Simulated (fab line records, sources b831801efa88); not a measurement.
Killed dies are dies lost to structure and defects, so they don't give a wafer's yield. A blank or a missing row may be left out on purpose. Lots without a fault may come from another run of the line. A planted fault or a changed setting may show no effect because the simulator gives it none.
One fault seen from 2 desks | flow sky130 | each desk has only its own numbers; what lay behind them comes last

THE TOOL OWNER'S DESK: plasma_asher-02
The tool's own readings at SKY_LDD_P_STRIP_10 (strips in O2/N2): means of the sampled wafers that have a number, for each lot that ran on this tool. A lot is out of limits, marked OUT, if its mean lies more than 4 standard deviations from the usual mean; the brackets give that distance.
Columns: A = drypump_motor_current_A at SKY_LDD_P_STRIP_10, usual 6.2 A; B = o2_flow_sccm at SKY_LDD_P_STRIP_10, usual 2999 sccm; C = oes_product_au at SKY_LDD_P_STRIP_10, usual 0.714 a.u.; D = strip_time_to_endpoint_s at SKY_LDD_P_STRIP_10, usual 14.16 s
lot  | first seen here | A   | B    | C               | D
L584 | day 20 14:25    | 5.8 | 3000 | 0.710           | 14.18
L588 | day 22 01:41    | 5.7 | 2999 | 0.956 (+53) OUT | -
L599 | day 25 21:05    | 5.8 | 3000 | 0.710           | 14.18
L605 | day 27 09:50    | 5.7 | 3002 | 0.714           | 14.14
This desk's finding: out of limits on L588; first on L588, day 22 01:41 (oes_product_au at SKY_LDD_P_STRIP_10). In limits: L584, L599, L605.

THE METROLOGY DESK
What the gauges read, lot by lot, whatever tool the lot ran on: means of the sampled wafers that have a number. A lot is out of limits, marked OUT, if its mean lies more than 4 standard deviations from the usual mean; the brackets give that distance.
Columns: A = GATE_OXIDE_OXIDATION_00_THK at SKY_GATE_OXIDE_THK_MEAS_02, usual 10.21 nm; B = POLY_GATE_TW at SKY_RES_PROTECT_TW_MEAS_08, usual 4051; C = LDD_HVN_TW at SKY_LDD_HVN_TW_MEAS_10, usual 1433
lot  | first seen here | A     | B    | C
L584 | day 14 00:38    | 10.14 | 4067 | 1460
L585 | day 14 11:34    | 10.20 | 4102 | 1418
L588 | day 15 00:38    | 10.43 | 3984 | 1227 (-11) OUT
L596 | day 18 03:31    | 10.03 | 4104 | 1416
L597 | day 18 08:04    | 10.27 | 4126 | 1423
L598 | day 18 16:07    | 10.42 | 3995 | 1408
L599 | day 18 23:26    | 10.41 | 4107 | 1409
L600 | day 19 04:58    | 10.41 | 3976 | 1453
L605 | day 20 17:04    | 10.30 | 4078 | 1432
L606 | day 21 04:34    | 10.32 | 4069 | 1460
This desk's finding: out of limits on L588; first on L588, day 23 09:10 (LDD_HVN_TW at SKY_LDD_HVN_TW_MEAS_10). In limits: L584, L585, L596, L597, L598, L599, L600, L605, L606.

PUT TOGETHER
The tool owner's desk could have raised an alarm at day 22 01:41, on L588.
The metrology desk could have raised an alarm at day 23 09:10, on L588.
Of the lots named, all ran SKY_LDD_P_STRIP_10 on plasma_asher-02.

WHAT THE SIMULATOR HAD PUT IN
Strip aborted: plasma_asher-02, from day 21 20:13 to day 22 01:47, at SKY_LDD_P_STRIP_10. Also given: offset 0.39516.
Lots struck among those shown: L588.
Hours from the fault's start to each desk's first reading out of limits: the tool owner's desk, 5; the metrology desk, 37.
